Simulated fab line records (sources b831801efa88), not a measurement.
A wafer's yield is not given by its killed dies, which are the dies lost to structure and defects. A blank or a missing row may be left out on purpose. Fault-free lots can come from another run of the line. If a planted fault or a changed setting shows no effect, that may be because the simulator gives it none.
A lot that was struck, set against a sound lot :: flow sky130 :: 15 steps out of a route of 708
Sound: wafers L408.2, L408.4, L408.5. Struck: wafers L417.1, L417.4. (L417.3 of the same lot was not struck and is left out.) The cause comes at the end.
Order at every step that has rows: each side's tool, ch and its chambers, its first start. Under that, the readings that differ: sound wafers :: struck wafers :: difference of the means :: sigmas: that difference in standard deviations of wafers without a fault.
alike: readings with means less than 2 such deviations apart, plus words and numbers identical on both sides. not compared: withheld readings, readings lacking a value on some wafer, bounds such as >300 that could conceal the same value, and numbers that have no deviation in the record and whose values overlap.
The two part at a step that has a row with sigmas, a row that says differs or no value, or rows on one side only. Non-overlapping numbers with no deviation appear without sigmas and do not part them. A reading missing from all wafers of one side parts the sides only when that side holds two or more wafers.

first, 7 steps without rows for these wafers: SKY_METAL4_HMDS_06 (prime time 60 s); SKY_METAL4_COAT_07 (resist thk 60 nm); SKY_METAL4_COAT_08 (resist thk 1140 nm); SKY_METAL4_SOFTBAKE_09 (time 90 s); SKY_METAL4_EXPOSE_10 (exposes mask MM4, target cd 300 nm); SKY_METAL4_PEB_11; SKY_METAL4_DEVELOP_12 (develop time 60 s).
SKY_METAL4_CD_MEAS_13: target cd 300 nm.
  sound on cd_sem-02 at day 42 07:50; struck on cd_sem-02 at day 44 13:23
  alike: cd_nm
SKY_METAL4_OVL_MEAS_14:
  sound on overlay-01 at day 42 07:56; struck on overlay-01 at day 44 13:31
  alike: METAL4_OVL
SKY_METAL4_DESCUM_15: chemistry O2, time 8 s.
  sound on rie_metal-03 ch 0,1, day 42 07:58; struck on rie_metal-03 ch 0,1, day 44 13:33
  alike: drypump_motor_current_A, oes_product_au
  not compared: rf_hours_counter_h
SKY_METAL4_ETCH_16: etches BARC in N2/H2, stops on SiO2, time 88.2 s, target depth 60 nm.
  sound on rie_metal-03 ch 0,1, day 42 08:00; struck on rie_metal-03 ch 0,1, day 44 13:35
reading: bias_w (W)
sound: 101.4 101.8 101.9
struck: 101.1 100.8
difference: -0.8
sigmas: -2
  alike: drypump_motor_current_A, oes_product_au, throttle_valve_pct
  not compared: rf_hours_counter_h
SKY_METAL4_ETCH_17: etches SiO2 in C4F8/O2/Ar, stops on TiN, time 3.9 s, target depth 15 nm.
  sound on rie_diel-01 ch 1,3, day 42 08:06; struck on rie_diel-02 ch 0,2, day 44 13:41
  alike: bias_w, oes_product_au
  not compared: rf_hours_counter_h
SKY_METAL4_METAL_ETCH_18: etches the open film in Cl2/BCl3, stops on SiO2, target depth 845 nm, time 183.1 s.
  sound on rie_metal-01 ch 0,1, day 42 08:07; struck on rie_metal-04 ch 0, day 44 13:42
reading: bias_w (W)
sound: 48.31 48.58 48.53
struck: 50.07 49.94
difference: +1.53
sigmas: +9
  alike: drypump_motor_current_A, oes_product_au, throttle_valve_pct
  not compared: rf_hours_counter_h
SKY_METAL4_STRIP_19: strips in O2/N2.
  sound on plasma_asher-02 ch 0, day 42 08:18; struck on plasma_asher-03 ch 0,1, day 44 13:52
  alike: drypump_motor_current_A, oes_product_au, strip_time_to_endpoint_s
  not compared: rf_hours_counter_h
-- the record jumps here: 4 days lie between the struck wafers' starts before and after (it left off in module METAL4 and takes up again in module PAD_OPEN, whose first step shown is number 708 of the route) --
SKY_PAD_OPEN_PROBE_99:
  sound on prober-01 at day 46 08:55; struck on prober-02 at day 48 08:29
  alike: defect_limited_yield, killed_at_M0_to_M3, killed_at_M4_up, killed_at_contacts, killed_at_front_end, killed_at_other, killed_dies, killed_open, killed_short, sort_bin_3_pad_short, sort_bin_5_function, sort_bin_6_memory, sort_n_pass, sort_yield_pct

== WHERE THEY PART ==
At SKY_METAL4_ETCH_16 first; at SKY_METAL4_METAL_ETCH_18 last (within this record only). Later steps at which nothing parts them and some readings are alike: SKY_METAL4_STRIP_19, SKY_PAD_OPEN_PROBE_99.

WHY: what the simulator had put in
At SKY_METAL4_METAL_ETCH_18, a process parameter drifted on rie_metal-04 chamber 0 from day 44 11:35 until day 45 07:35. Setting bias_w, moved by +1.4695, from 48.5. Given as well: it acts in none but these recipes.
